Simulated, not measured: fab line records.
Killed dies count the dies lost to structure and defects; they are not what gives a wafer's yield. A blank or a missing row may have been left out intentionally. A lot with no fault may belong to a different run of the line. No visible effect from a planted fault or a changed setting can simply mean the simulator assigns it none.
A struck lot beside a sound one + flow sky130 + 23 out of 708 route steps
Sound: these wafers, L728.1, L728.2, L728.4. Wafers L748.1, L748.2, L748.3 were the ones struck. The cause is named last.
Each step with rows lists, per side, the tool, then ch with its chambers, then its first start. Under that, the readings that differ: sound wafers + struck wafers + difference of the means + sigmas: that difference in standard deviations of wafers without a fault.
alike: words and numbers the same on both sides, and readings whose means are apart by under 2 such deviations; not compared: readings that were withheld, readings missing a value for some wafer, numbers with overlapping values and no deviation given by the record, and bounds like >300 which may hide the same value.
Wherever a step has rows on one side only, a row that says differs or no value, or a row with sigmas, the two part there. When numbers do not overlap yet have no deviation, they are printed without sigmas and do not part them. A reading missing from all wafers of one side parts the sides only when that side holds two or more wafers.

first, 4 steps without rows for these wafers: SKY_METAL5_SOFTBAKE_10 (time 60 s); SKY_METAL5_EXPOSE_11 (exposes mask MM5, target cd 1600 nm); SKY_METAL5_PEB_12; SKY_METAL5_DEVELOP_13 (develop time 60 s).
SKY_METAL5_DESCUM_14: chemistry O2, time 11 s.
  sound on rie metal-02 ch 0,1, day 45 15:17; struck on rie metal-04 ch 0,1, day 50 05:26
  alike: chamber pressure mTorr, drypump motor current A, oes product au, rf fwd power W
  not compared: rf hours counter h
SKY_METAL5_METAL_ETCH_15: etches the open film in Cl2/BCl3, stops on SiO2, target depth 1260 nm, time 252 s.
  sound on rie metal-02 ch 0,1, day 45 15:19; struck on rie metal-04 ch 0,1, day 50 05:29
  alike: chamber pressure mTorr, drypump motor current A, oes product au, rf fwd power W, throttle valve pct
  not compared: rf hours counter h
SKY_METAL5_STRIP_16: strips in O2/N2.
  sound on plasma asher-04 ch 0,1, day 45 15:34; struck on plasma asher-03 ch 0,1, day 50 05:43
| reading                     | sound          | struck         | difference | sigmas |
|-----------------------------|----------------|----------------|------------|--------|
| drypump motor current A (A) | 5.91 5.84 5.86 | 5.32 5.24 5.29 | -0.59      | -2     |
  alike: chamber pressure mTorr, n2 flow sccm, oes product au, strip time to endpoint s
  not compared: rf hours counter h
then, 3 steps without rows for these wafers: SKY_METAL5_STRIP_17 (strips in post etch residue remover, time 1200 s); SKY_METAL5_CLEAN_18 (cleans in IPA, time 180 s); SKY_METAL5_CLEAN_19 (cleans in O3/DIW).
SKY_PASSIVATION_CVD_00: deposits SiO2, target thk 90 nm.
  sound on pecvd-03 ch 1,2, day 45 16:30; struck on pecvd-01 ch 0,1,2, day 50 06:34
  alike: heater power w, rf fwd power W
SKY_PASSIVATION_THK_MEAS_01:
  struck on film metro-04, day 50 06:35; sound on film metro-03, day 45 16:31
  alike: PASSIVATION_CVD_00_THK
SKY_PASSIVATION_CVD_02: deposits Si3N4, target thk 540 nm.
  sound on pecvd-01 ch 0,1,2, day 45 16:35; struck on pecvd-04 ch 0,1,2, day 50 06:38
  alike: heater power w, rf fwd power W
SKY_PASSIVATION_THK_MEAS_03:
  struck on film metro-02, day 50 07:05; sound on film metro-04, day 45 16:49
| reading                     | sound       | struck      | difference | sigmas |
|-----------------------------|-------------|-------------|------------|--------|
| PASSIVATION_CVD_02_THK (nm) | 528 532 542 | 429 430 423 | -107       | -14    |
  not compared: hold
then, 6 steps without rows for these wafers: SKY_PASSIVATION_HMDS_05 (prime time 60 s); SKY_PASSIVATION_COAT_06 (resist thk 3000 nm); SKY_PASSIVATION_SOFTBAKE_07; SKY_PASSIVATION_EXPOSE_08 (exposes mask NSM, target cd 3000 nm); SKY_PASSIVATION_PEB_09; SKY_PASSIVATION_DEVELOP_10 (develop time 60 s).
SKY_PASSIVATION_ETCH_11: etches the open film in CF4/O2, stops on AlCu, target depth 725 nm, time 161.1 s.
  sound on rie diel-01 ch 1,3, day 46 14:26; struck on rie diel-02 ch 0,2,3, day 50 23:22
| reading                | sound             | struck            | difference | sigmas |
|------------------------|-------------------|-------------------|------------|--------|
| oes product au (a.u.)  | 0.967 0.972 0.978 | 0.881 0.877 0.884 | -0.092     | -13    |
| throttle valve pct (%) | 5.964 5.965 5.979 | 5.929 5.945 5.949 | -0.028     | -3     |
  alike: O2_flow_sccm, chamber pressure mTorr, drypump motor current A, rf fwd power W
  not compared: rf hours counter h
SKY_PASSIVATION_STRIP_12: strips in O2/N2.
  sound on plasma asher-04 ch 0,1, day 46 14:33; struck on plasma asher-01 ch 0,1, day 50 23:29
| reading                     | sound          | struck         | difference | sigmas |
|-----------------------------|----------------|----------------|------------|--------|
| drypump motor current A (A) | 5.89 5.87 5.84 | 5.14 5.31 5.32 | -0.61      | -2     |
  alike: chamber pressure mTorr, n2 flow sccm, oes product au, strip time to endpoint s
  not compared: rf hours counter h
SKY_PAD_OPEN_PROBE_99:
  rows exist in the record for the struck wafers here (prober-01, day 51 17:01), but not for the sound ones

## WHERE THEY PART
Earliest at SKY_METAL5_STRIP_16; latest, in this record, at SKY_PAD_OPEN_PROBE_99.

WHY: what had been put in by the simulator
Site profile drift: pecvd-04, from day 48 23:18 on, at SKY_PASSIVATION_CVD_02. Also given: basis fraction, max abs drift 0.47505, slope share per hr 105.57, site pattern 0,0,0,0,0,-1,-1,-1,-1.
